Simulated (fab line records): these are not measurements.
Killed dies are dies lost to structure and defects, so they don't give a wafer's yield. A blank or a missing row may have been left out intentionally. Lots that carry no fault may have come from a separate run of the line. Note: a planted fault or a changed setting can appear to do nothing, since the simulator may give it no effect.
Split-lot study / flow sfq_line / route with 325 steps; 5 lots, 23 wafers read

== SPLIT DETAILS ==
At SFQ_TRILAYER_M0_LITHO_COAT_021 (resist thk 600 nm), the setting spin_rpm was moved away from the recipe's 3000 rpm on 5 of the 23 wafers read, by -5.1% to -4.5%. This setting was run at the recipe's value on the other wafers.

The reading comes from the split's own step.

== THE READING ==
KrF_of_TRILAYER_M0_LITHO_COAT_021.thk_nm (the simulator's own value, which no gauge read), in nm, at SFQ_TRILAYER_M0_LITHO_COAT_021 (resist thk 600 nm). No usual value for it is given in the file. Average 599.8 nm, standard deviation 1.4 nm, over the 18 wafers here run with the recipe.

wafer=L077.1; tool, chamber at the split=litho_track-03, 0; spin_rpm as run, rpm=3000; against the recipe=recipe; KrF_of_TRILAYER_M0_LITHO_COAT_021.thk_nm, nm=600.7; against lot-mates on the recipe=-
wafer=L077.2; tool, chamber at the split=litho_track-03, 0; spin_rpm as run, rpm=3000; against the recipe=recipe; KrF_of_TRILAYER_M0_LITHO_COAT_021.thk_nm, nm=599.6; against lot-mates on the recipe=-
wafer=L077.3; tool, chamber at the split=litho_track-03, 0; spin_rpm as run, rpm=3000; against the recipe=recipe; KrF_of_TRILAYER_M0_LITHO_COAT_021.thk_nm, nm=599.4; against lot-mates on the recipe=-
wafer=L082.1; tool, chamber at the split=litho_track-03, 0; spin_rpm as run, rpm=2866; against the recipe=-4.5%; KrF_of_TRILAYER_M0_LITHO_COAT_021.thk_nm, nm=615.2; against lot-mates on the recipe=+14.8
wafer=L082.2; tool, chamber at the split=litho_track-03, 0; spin_rpm as run, rpm=2866; against the recipe=-4.5%; KrF_of_TRILAYER_M0_LITHO_COAT_021.thk_nm, nm=613.3; against lot-mates on the recipe=+12.8
wafer=L082.3; tool, chamber at the split=litho_track-03, 0; spin_rpm as run, rpm=3000; against the recipe=recipe; KrF_of_TRILAYER_M0_LITHO_COAT_021.thk_nm, nm=600.3; against lot-mates on the recipe=-
wafer=L082.5; tool, chamber at the split=litho_track-03, 0; spin_rpm as run, rpm=3000; against the recipe=recipe; KrF_of_TRILAYER_M0_LITHO_COAT_021.thk_nm, nm=600.6; against lot-mates on the recipe=-
wafer=L082.6; tool, chamber at the split=litho_track-03, 0; spin_rpm as run, rpm=2866; against the recipe=-4.5%; KrF_of_TRILAYER_M0_LITHO_COAT_021.thk_nm, nm=614.3; against lot-mates on the recipe=+13.8
wafer=L083.1; tool, chamber at the split=litho_track-03, 0; spin_rpm as run, rpm=3000; against the recipe=recipe; KrF_of_TRILAYER_M0_LITHO_COAT_021.thk_nm, nm=597.2; against lot-mates on the recipe=-
wafer=L083.6; tool, chamber at the split=litho_track-03, 0; spin_rpm as run, rpm=3000; against the recipe=recipe; KrF_of_TRILAYER_M0_LITHO_COAT_021.thk_nm, nm=597.2; against lot-mates on the recipe=-
wafer=L083.2; tool, chamber at the split=litho_track-03, 0; spin_rpm as run, rpm=2847; against the recipe=-5.1%; KrF_of_TRILAYER_M0_LITHO_COAT_021.thk_nm, nm=613.2; against lot-mates on the recipe=+16.1
wafer=L083.4; tool, chamber at the split=litho_track-03, 0; spin_rpm as run, rpm=2847; against the recipe=-5.1%; KrF_of_TRILAYER_M0_LITHO_COAT_021.thk_nm, nm=611.7; against lot-mates on the recipe=+14.6
wafer=L083.5; tool, chamber at the split=litho_track-03, 0; spin_rpm as run, rpm=3000; against the recipe=recipe; KrF_of_TRILAYER_M0_LITHO_COAT_021.thk_nm, nm=596.9; against lot-mates on the recipe=-
wafer=L084.1; tool, chamber at the split=litho_track-01, 0; spin_rpm as run, rpm=3000; against the recipe=recipe; KrF_of_TRILAYER_M0_LITHO_COAT_021.thk_nm, nm=600.7; against lot-mates on the recipe=-
wafer=L084.2; tool, chamber at the split=litho_track-01, 0; spin_rpm as run, rpm=3000; against the recipe=recipe; KrF_of_TRILAYER_M0_LITHO_COAT_021.thk_nm, nm=599.9; against lot-mates on the recipe=-
wafer=L084.3; tool, chamber at the split=litho_track-01, 0; spin_rpm as run, rpm=3000; against the recipe=recipe; KrF_of_TRILAYER_M0_LITHO_COAT_021.thk_nm, nm=601.2; against lot-mates on the recipe=-
wafer=L084.4; tool, chamber at the split=litho_track-01, 0; spin_rpm as run, rpm=3000; against the recipe=recipe; KrF_of_TRILAYER_M0_LITHO_COAT_021.thk_nm, nm=600.6; against lot-mates on the recipe=-
wafer=L084.5; tool, chamber at the split=litho_track-01, 0; spin_rpm as run, rpm=3000; against the recipe=recipe; KrF_of_TRILAYER_M0_LITHO_COAT_021.thk_nm, nm=600.2; against lot-mates on the recipe=-
wafer=L085.1; tool, chamber at the split=litho_track-02, 0; spin_rpm as run, rpm=3000; against the recipe=recipe; KrF_of_TRILAYER_M0_LITHO_COAT_021.thk_nm, nm=599; against lot-mates on the recipe=-
wafer=L085.2; tool, chamber at the split=litho_track-02, 0; spin_rpm as run, rpm=3000; against the recipe=recipe; KrF_of_TRILAYER_M0_LITHO_COAT_021.thk_nm, nm=600.8; against lot-mates on the recipe=-
wafer=L085.3; tool, chamber at the split=litho_track-02, 0; spin_rpm as run, rpm=3000; against the recipe=recipe; KrF_of_TRILAYER_M0_LITHO_COAT_021.thk_nm, nm=601.8; against lot-mates on the recipe=-
wafer=L085.4; tool, chamber at the split=litho_track-02, 0; spin_rpm as run, rpm=3000; against the recipe=recipe; KrF_of_TRILAYER_M0_LITHO_COAT_021.thk_nm, nm=601.5; against lot-mates on the recipe=-
wafer=L085.5; tool, chamber at the split=litho_track-02, 0; spin_rpm as run, rpm=3000; against the recipe=recipe; KrF_of_TRILAYER_M0_LITHO_COAT_021.thk_nm, nm=599.3; against lot-mates on the recipe=-

FIT RESULTS
A straight line over all 23 wafers: KrF_of_TRILAYER_M0_LITHO_COAT_021.thk_nm changes by -2.87 nm for each +1% of spin_rpm; r = -0.96; the points scatter about the line by 1.6 nm.
The same after taking each lot's own level away (the mean of its wafers on the recipe; 23 wafers): -3.05 nm for each +1%; r = -0.99; scatter 0.75 nm.
According to that fit, moving spin_rpm by its largest amount changes the reading by 16 nm.
From 597.10 to 600.52 nm: that is the span of the lots' own levels, equal to 2.4 times the standard deviation above.
The two slopes are in agreement: the lot-to-lot level therefore moves the slope only a little.
Check: +15.4 nm against its lot-mates is what the line predicts for one of the wafers moved furthest among these (-5.1%) when that wafer is left out of the fit. It came out at +16.1 nm against them.

== OTHER SPLITS ON THESE WAFERS ==
These wafers also went through other splits before the reading. Each is held against what the fit with the lots' levels taken away leaves over:
other split on the same wafers=SFQ_TRILAYER_L0_DEP_SPUTTER_003 time_s; wafers away from the commonest value=8; r with KrF_of_TRILAYER_M0_LITHO_COAT_021.thk_nm (lot level and that fit taken away)=-0.19
other split on the same wafers=SFQ_TRILAYER_L0_LITHO_EXPOSE_006 dose_mj; wafers away from the commonest value=10; r with KrF_of_TRILAYER_M0_LITHO_COAT_021.thk_nm (lot level and that fit taken away)=-0.15

== THE FILE'S OWN FIT ==
KrF_of_TRILAYER_M0_LITHO_COAT_021.thk_nm changes by -3.04 nm for each +1% of spin_rpm, r = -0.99.
